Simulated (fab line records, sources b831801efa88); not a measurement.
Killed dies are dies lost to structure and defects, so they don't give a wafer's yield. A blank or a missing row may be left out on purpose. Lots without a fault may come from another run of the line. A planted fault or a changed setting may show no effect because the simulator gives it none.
A struck lot beside a sound one | flow sky130 | 23 steps out of a route of 708
Sound: wafers L139.3, L139.4, L139.6. Struck: wafers L160.1, L160.2, L160.6. The cause comes at the end.
At each step with rows: each side's tool, then ch and its chambers, then its first start. Under that, the readings that differ: sound wafers | struck wafers | difference of the means | sigmas: that difference in standard deviations of wafers without a fault.
alike: readings whose means differ by less than 2 such deviations, and words and numbers that are the same on both sides. not compared: withheld readings, readings that some wafer has no value for, bounds like >300 that may hide the same value, and numbers for which the record gives no deviation and whose values overlap.
The two part at a step that has a row with sigmas, a row that says differs or no value, or rows on one side only. Numbers that don't overlap but have no deviation are shown without sigmas and don't part them. A reading that every wafer of one side lacks parts them only if that side has two wafers or more.

first, 1 step without rows for these wafers: SKY_SONOS_ONO_DEVELOP_12 (develop time 60 s).
SKY_SONOS_ONO_CD_MEAS_13: target cd 410 nm.
  sound on cd_sem-02, day 13 14:46; struck on cd_sem-01, day 21 07:26
  reading    | sound             | struck            | difference | sigmas
  cd_nm (nm) | 412.3 411.2 412.4 | 405.6 406.7 408.3 | -5.1       | -2
SKY_SONOS_ONO_OVL_MEAS_14:
  sound on overlay-02, day 13 14:52; struck on overlay-02, day 21 07:33
  alike: SONOS_ONO_OVL
SKY_SONOS_ONO_ETCH_15: etches the open film in CHF3/O2, target depth 19.52 nm, time 7.8 s.
  sound on rie_diel-01 ch 0,1,2, day 13 14:53; struck on rie_diel-01 ch 1,3, day 21 07:35
  alike: chf3_flow_sccm, drypump_motor_current_A, oes_product_au, throttle_valve_pct
  not compared: rf_hours_counter_h
then, 1 step without rows for these wafers: SKY_SONOS_ONO_WET_ETCH_16 (etches SiO2 in dHF, target depth 14 nm, time 280 s).
SKY_SONOS_ONO_STRIP_17: strips in O2/N2.
  sound on plasma_asher-03 ch 0,1, day 13 15:02; struck on plasma_asher-04 ch 0,1, day 21 07:41
  alike: drypump_motor_current_A, o2_flow_sccm, oes_product_au, strip_time_to_endpoint_s
  not compared: rf_hours_counter_h
then, 3 steps without rows for these wafers: SKY_SONOS_ONO_WET_ETCH_18 (etches Si3N4 in H3PO4, target depth 15 nm, time 172 s); SKY_GATE_OXIDE_CLEAN_00 (cleans in SC1/SC2, time 150 s); SKY_GATE_OXIDE_OXIDATION_01 (stabilise 600 s, purge 300 s, target thk 10.268 nm).
SKY_GATE_OXIDE_THK_MEAS_02:
  sound on film_metro-04, day 13 18:50; struck on film_metro-04, day 21 09:19
  alike: GATE_OXIDE_OXIDATION_00_THK
then, 2 steps without rows for these wafers: SKY_GATE_OXIDE_DEHYDRATE_03 (time 60 s); SKY_GATE_OXIDE_HMDS_04 (prime time 60 s).
SKY_GATE_OXIDE_COAT_05: resist thk 1140 nm.
  sound on litho_track-02 ch 0, day 14 07:08; struck on litho_track-03 ch 0, day 22 00:08
  reading                                         | sound          | struck            | difference | sigmas
  model.NOVOLAK_of_GATE_OXIDE_COAT_05.thk_nm (nm) | 1139 1140 1137 | 382.7 381.4 378.9 | -757.7     |
  alike: chill_plate_temp_C
then, 3 steps without rows for these wafers: SKY_GATE_OXIDE_SOFTBAKE_06 (time 60 s); SKY_GATE_OXIDE_EXPOSE_07 (exposes mask LVOM, target cd 600 nm); SKY_GATE_OXIDE_PEB_08.
SKY_GATE_OXIDE_DEVELOP_09: develop time 60 s.
  sound on litho_track-01 ch 0, day 14 20:15; struck on litho_track-01 ch 0, day 22 15:54
  reading                                         | sound          | struck          | difference | sigmas
  model.NOVOLAK_of_GATE_OXIDE_COAT_05.thk_nm (nm) | 1139 1140 1136 | 382.3 381 378.4 | -757.8     |
  alike: chill_plate_temp_C
SKY_GATE_OXIDE_OVL_MEAS_10:
  sound on overlay-02, day 14 20:22; struck on overlay-01, day 22 16:03
  alike: GATE_OXIDE_OVL
then, 2 steps without rows for these wafers: SKY_GATE_OXIDE_IMPLANT_11; SKY_GATE_OXIDE_WET_ETCH_12 (etches SiO2 in dHF, target depth 16.8 nm, time 336 s).
SKY_GATE_OXIDE_STRIP_13: strips in O2/N2.
  sound on plasma_asher-02 ch 0,1, day 14 20:41; struck on plasma_asher-03 ch 0,1, day 22 16:21
  reading                      | sound             | struck            | difference | sigmas
  oes_product_au (a.u.)        | 0.716 0.712 0.722 | 0.451 0.450 0.450 | -0.266     | -62
  strip_time_to_endpoint_s (s) | 14.18 14.18 14.14 | 5.20 5.18 5.14    | -8.99      | -99 or more
  alike: drypump_motor_current_A, o2_flow_sccm
  not compared: rf_hours_counter_h
SKY_GATE_OXIDE_TW_MEAS_14:
  sound on film_metro-01, day 14 20:46; struck on film_metro-03, day 22 16:27
  alike: GATE_OXIDE_TW
-- the record jumps here: 29 days lie between the struck wafers' starts before and after (it left off in module GATE_OXIDE and takes up again in module PAD_OPEN, whose first step shown is number 708 of the route) --
SKY_PAD_OPEN_PROBE_99:
  sound on prober-02, day 46 13:46; struck on prober-01, day 51 06:28
  alike: killed_at_M0_to_M3, killed_at_M4_up, killed_at_contacts, killed_at_front_end, killed_at_other, killed_dies, killed_open, killed_short

WHERE THEY PART
First at SKY_SONOS_ONO_CD_MEAS_13; last, within this record, at SKY_GATE_OXIDE_STRIP_13. Later steps at which nothing parts them and some readings are alike: SKY_GATE_OXIDE_TW_MEAS_14, SKY_PAD_OPEN_PROBE_99.

WHY: what the simulator had put in
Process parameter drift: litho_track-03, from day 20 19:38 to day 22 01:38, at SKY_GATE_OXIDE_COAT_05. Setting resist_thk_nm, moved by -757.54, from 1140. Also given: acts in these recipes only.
